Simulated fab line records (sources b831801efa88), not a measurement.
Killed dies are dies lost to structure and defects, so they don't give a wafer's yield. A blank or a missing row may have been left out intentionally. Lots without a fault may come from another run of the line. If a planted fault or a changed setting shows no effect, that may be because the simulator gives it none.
Split-lot trial | flow sfq_line | 5 lots, 21 wafers read, on a route of 325 steps

== ON THE SPLIT ==
At SFQ_TRILAYER_M3_LITHO_COAT_075 (resist thk 600 nm), the setting spin_rpm was moved away from the recipe's 3000 rpm on 7 of the 21 wafers read, by -7.3% to +6.4%. All remaining wafers had this setting at the recipe value.

== FROM THE SPLIT TO THE READING: what the file shows between them, 4 steps ==
- SFQ_TRILAYER_M3_LITHO_SOFTBAKE_079
- SFQ_TRILAYER_M3_LITHO_EXPOSE_076: exposes mask M3, target cd 500 nm
- SFQ_TRILAYER_M3_LITHO_DEVELOP_077: time 60 s
- SFQ_TRILAYER_M3_BARC_OPEN_METAL_ETCH_100: etches BARC in O2, target depth 125 nm, time 41.7 s

== THE READING ==
KrF_of_TRILAYER_M3_LITHO_COAT_075.thk_nm (the simulator's own value, which no gauge read), in nm, at SFQ_TRILAYER_M3_ETCH_METAL_ETCH_078 (etches Nb in Cl2/Ar, stops on SiO2, target depth 240 nm, time 120 s). The file does not state a usual value for it. Average 382.9 nm, standard deviation 3.1 nm, over the 14 wafers here run with the recipe.

wafer  | tool, chamber at the split | spin_rpm as run, rpm | against the recipe | KrF_of_TRILAYER_M3_LITHO_COAT_075.thk_nm, nm | against lot-mates on the recipe
L074.1 | litho_track-02, 0          | 3000                 | recipe             | 386.2                                        | -
L074.2 | litho_track-02, 0          | 3000                 | recipe             | 384.4                                        | -
L074.4 | litho_track-02, 0          | 3000                 | recipe             | 383.2                                        | -
L074.5 | litho_track-02, 0          | 3000                 | recipe             | 386.7                                        | -
L074.6 | litho_track-02, 0          | 3000                 | recipe             | 381.7                                        | -
L075.1 | litho_track-04, 0          | 3124                 | +4.1%              | 367.9                                        | -13.4
L075.2 | litho_track-04, 0          | 3000                 | recipe             | 383.9                                        | -
L075.3 | litho_track-04, 0          | 3000                 | recipe             | 380.4                                        | -
L075.4 | litho_track-04, 0          | 3124                 | +4.1%              | 370.6                                        | -10.7
L075.6 | litho_track-04, 0          | 3000                 | recipe             | 379.5                                        | -
L080.2 | litho_track-04, 0          | 3191                 | +6.4%              | 366.4                                        | -20.5
L080.5 | litho_track-04, 0          | 3000                 | recipe             | 386.9                                        | -
L080.6 | litho_track-04, 0          | 3191                 | +6.4%              | 368.4                                        | -18.5
L083.3 | litho_track-02, 0          | 3000                 | recipe             | 383.7                                        | -
L083.4 | litho_track-02, 0          | 3000                 | recipe             | 385                                          | -
L083.6 | litho_track-02, 0          | 3000                 | recipe             | 383.5                                        | -
L085.2 | litho_track-02, 0          | 3000                 | recipe             | 379.7                                        | -
L085.3 | litho_track-02, 0          | 2782                 | -7.3%              | 407.3                                        | +29.6
L085.4 | litho_track-02, 0          | 2782                 | -7.3%              | 402.5                                        | +24.8
L085.5 | litho_track-02, 0          | 3000                 | recipe             | 375.7                                        | -
L085.6 | litho_track-02, 0          | 2782                 | -7.3%              | 407.7                                        | +30.0

THE FIT
A straight line over all 21 wafers: KrF_of_TRILAYER_M3_LITHO_COAT_075.thk_nm changes by -2.96 nm for each +1% of spin_rpm; r = -0.96; the points scatter about the line by 3.1 nm.
The same after taking each lot's own level away (the mean of its wafers on the recipe; 21 wafers): -3.51 nm for each +1%; r = -0.99; scatter 2.2 nm.
On that fit, the largest move of spin_rpm shifts the reading by 25 nm.
Measured against the standard deviation above, the lots' own levels, which go from 377.70 to 386.90 nm, span 3.0 times it.
So the slope is not independent of the lot-to-lot level: the two fits are not the same.
Check: with one of the wafers moved furthest among these (-7.3%) left out of the fit, the line predicts +25.4 nm for it against its lot-mates. Against them it came out at +29.6 nm.

== OTHER SPLITS ON THESE WAFERS ==
Other splits were also applied to these wafers ahead of the reading. Each is held against what the fit with the lots' levels taken away leaves over:
other split on the same wafers                   | wafers away from the commonest value | r with KrF_of_TRILAYER_M3_LITHO_COAT_075.thk_nm (lot level and that fit taken away)
SFQ_TRILAYER_M1_LITHO_PEB_042 peb_time_s         | 5                                    | -0.25
SFQ_TRILAYER_I1_CMP_CMP_046 leave_above_ref_nm   | 5                                    | +0.22
SFQ_TRILAYER_I1_VIA_LITHO_COAT_049 resist_thk_nm | 8                                    | +0.08
SFQ_TRILAYER_I1_VIA_ETCH_VIA_ETCH_052 bias_w     | 8                                    | +0.13
SFQ_TRILAYER_M2_LITHO_COAT_062 resist_thk_nm     | 6                                    | +0.00
SFQ_TRILAYER_M2_LITHO_PEB_060 peb_temp_c         | 3                                    | +0.13
SFQ_TRILAYER_I2_VIA_LITHO_COAT_072 spin_rpm      | 6                                    | +0.20

== THE WHOLE CHAIN: every reading that the file lists as answering this split, in the file's order ==
step                                     | what it does                                                        | reading                                                                                   | change (the file's fit)              | r (the file's)
SFQ_TRILAYER_M3_LITHO_COAT_075           | resist thk 600 nm                                                   | KrF_of_TRILAYER_M3_LITHO_COAT_075.thk_nm (the simulator's own value, which no gauge read) | -3.09 nm for each +1% of the setting | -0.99
SFQ_TRILAYER_M3_BARC_OPEN_METAL_ETCH_100 | etches BARC in O2, target depth 125 nm, time 41.7 s                 | KrF_of_TRILAYER_M3_LITHO_COAT_075.thk_nm (the simulator's own value, which no gauge read) | -3.21 nm for each +1% of the setting | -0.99
SFQ_TRILAYER_M3_ETCH_METAL_ETCH_078      | etches Nb in Cl2/Ar, stops on SiO2, target depth 240 nm, time 120 s | KrF_of_TRILAYER_M3_LITHO_COAT_075.thk_nm (the simulator's own value, which no gauge read) | -3.5 nm for each +1% of the setting  | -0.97

== THE FILE'S OWN FIT ==
KrF_of_TRILAYER_M3_LITHO_COAT_075.thk_nm changes by -3.5 nm for each +1% of spin_rpm, r = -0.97.
